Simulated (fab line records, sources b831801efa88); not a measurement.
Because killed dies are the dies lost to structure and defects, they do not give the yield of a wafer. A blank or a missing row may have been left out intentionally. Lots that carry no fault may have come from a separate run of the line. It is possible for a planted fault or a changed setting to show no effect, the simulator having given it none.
Chamber matching / flow sky130 / cmp-01 running SKY_VIA1_CMP_02: 4 sister chambers
The step polishes SiO2. 30 wafers are shown with their chamber, then 12 later ones without.

== EACH WAFER AND ITS CHAMBER ==
wafer=L077.1; chamber=1; motor current A (A)=11.8; retaining ring pressure frac=1.005
wafer=L077.2; chamber=0; motor current A (A)=11.5; retaining ring pressure frac=0.998
wafer=L077.3; chamber=2; motor current A (A)=10.8; retaining ring pressure frac=1.005
wafer=L080.3; chamber=1; motor current A (A)=12.3; retaining ring pressure frac=0.992
wafer=L080.4; chamber=3; motor current A (A)=13.0; retaining ring pressure frac=1.001
wafer=L080.6; chamber=3; motor current A (A)=13.1; retaining ring pressure frac=0.999
wafer=L083.1; chamber=1; motor current A (A)=12.4; retaining ring pressure frac=0.989
wafer=L083.2; chamber=2; motor current A (A)=10.9; retaining ring pressure frac=1.001
wafer=L083.6; chamber=1; motor current A (A)=11.3; retaining ring pressure frac=1.000
wafer=L085.2; chamber=0; motor current A (A)=11.7; retaining ring pressure frac=1.002
wafer=L085.3; chamber=3; motor current A (A)=13.2; retaining ring pressure frac=0.998
wafer=L085.5; chamber=3; motor current A (A)=13.4; retaining ring pressure frac=1.001
wafer=L086.4; chamber=2; motor current A (A)=10.8; retaining ring pressure frac=1.001
wafer=L086.5; chamber=3; motor current A (A)=13.3; retaining ring pressure frac=0.995
wafer=L086.6; chamber=2; motor current A (A)=11.2; retaining ring pressure frac=0.992
wafer=L087.1; chamber=3; motor current A (A)=12.8; retaining ring pressure frac=0.992
wafer=L087.4; chamber=2; motor current A (A)=11.6; retaining ring pressure frac=0.996
wafer=L087.5; chamber=2; motor current A (A)=10.8; retaining ring pressure frac=1.004
wafer=L088.1; chamber=1; motor current A (A)=11.7; retaining ring pressure frac=0.993
wafer=L088.3; chamber=2; motor current A (A)=11.2; retaining ring pressure frac=0.993
wafer=L088.4; chamber=3; motor current A (A)=12.5; retaining ring pressure frac=1.002
wafer=L089.1; chamber=1; motor current A (A)=12.0; retaining ring pressure frac=1.000
wafer=L089.5; chamber=1; motor current A (A)=11.7; retaining ring pressure frac=0.994
wafer=L089.6; chamber=0; motor current A (A)=11.0; retaining ring pressure frac=1.002
wafer=L090.3; chamber=2; motor current A (A)=10.9; retaining ring pressure frac=0.998
wafer=L090.4; chamber=3; motor current A (A)=13.0; retaining ring pressure frac=1.002
wafer=L090.5; chamber=0; motor current A (A)=11.6; retaining ring pressure frac=1.005
wafer=L091.2; chamber=1; motor current A (A)=11.2; retaining ring pressure frac=1.001
wafer=L091.3; chamber=2; motor current A (A)=10.6; retaining ring pressure frac=1.003
wafer=L091.5; chamber=0; motor current A (A)=11.7; retaining ring pressure frac=1.002

SIGNATURES, as means of the wafers listed above
reading=motor current A; chamber 0=11.500; chamber 1=11.800; chamber 2=10.978; chamber 3=13.037; scatter within a chamber=0.336
reading=retaining ring pressure frac; chamber 0=1.00180; chamber 1=0.99675; chamber 2=0.99922; chamber 3=0.99875; scatter within a chamber=0.00442
Rule: for each reading, subtract the chamber's mean from the wafer's reading, divide by that reading's scatter and square the result; add these up over the readings and take the root, which gives the wafer's distance from the chamber. If the next closest chamber is less than 2 further off than the closest, the wafer can't be placed; otherwise it belongs to the closest. How the scatter is found: for the shown wafers, subtract from each reading the mean of its chamber, square and add these, divide the total by (wafers less chambers), then take the root.

== WAFERS MISSING THEIR CHAMBER ==
wafer=L093.1; motor current A (A)=11.9; retaining ring pressure frac=0.992
wafer=L093.5; motor current A (A)=11.6; retaining ring pressure frac=1.004
wafer=L093.6; motor current A (A)=13.1; retaining ring pressure frac=1.013
wafer=L094.2; motor current A (A)=11.0; retaining ring pressure frac=0.995
wafer=L094.4; motor current A (A)=11.9; retaining ring pressure frac=0.999
wafer=L094.5; motor current A (A)=11.1; retaining ring pressure frac=1.004
wafer=L096.1; motor current A (A)=12.6; retaining ring pressure frac=1.001
wafer=L096.2; motor current A (A)=11.9; retaining ring pressure frac=0.995
wafer=L096.5; motor current A (A)=12.7; retaining ring pressure frac=0.994
wafer=L095.1; motor current A (A)=12.5; retaining ring pressure frac=1.008
wafer=L095.2; motor current A (A)=11.7; retaining ring pressure frac=0.991
wafer=L095.4; motor current A (A)=10.8; retaining ring pressure frac=0.996

== EACH ONE'S CHAMBER ==
wafer=L093.1; from the rows above=can't be placed: 1 or 0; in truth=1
wafer=L093.5; from the rows above=can't be placed: 0 or 1 or 2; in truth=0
wafer=L093.6; from the rows above=3; in truth=3
wafer=L094.2; from the rows above=can't be placed: 2 or 0 or 1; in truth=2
wafer=L094.4; from the rows above=can't be placed: 1 or 0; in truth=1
wafer=L094.5; from the rows above=can't be placed: 2 or 0 or 1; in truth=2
wafer=L096.1; from the rows above=can't be placed: 3 or 1 or 0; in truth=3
wafer=L096.2; from the rows above=can't be placed: 1 or 0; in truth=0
wafer=L096.5; from the rows above=can't be placed: 3 or 1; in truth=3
wafer=L095.1; from the rows above=can't be placed: 3 or 1 or 0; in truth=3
wafer=L095.2; from the rows above=can't be placed: 1 or 0 or 2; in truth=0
wafer=L095.4; from the rows above=can't be placed: 2 or 0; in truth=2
1 of 12 placed correctly. These rows do not allow placing 11 (true chamber among the candidates in 11). Number placed wrongly: 0.
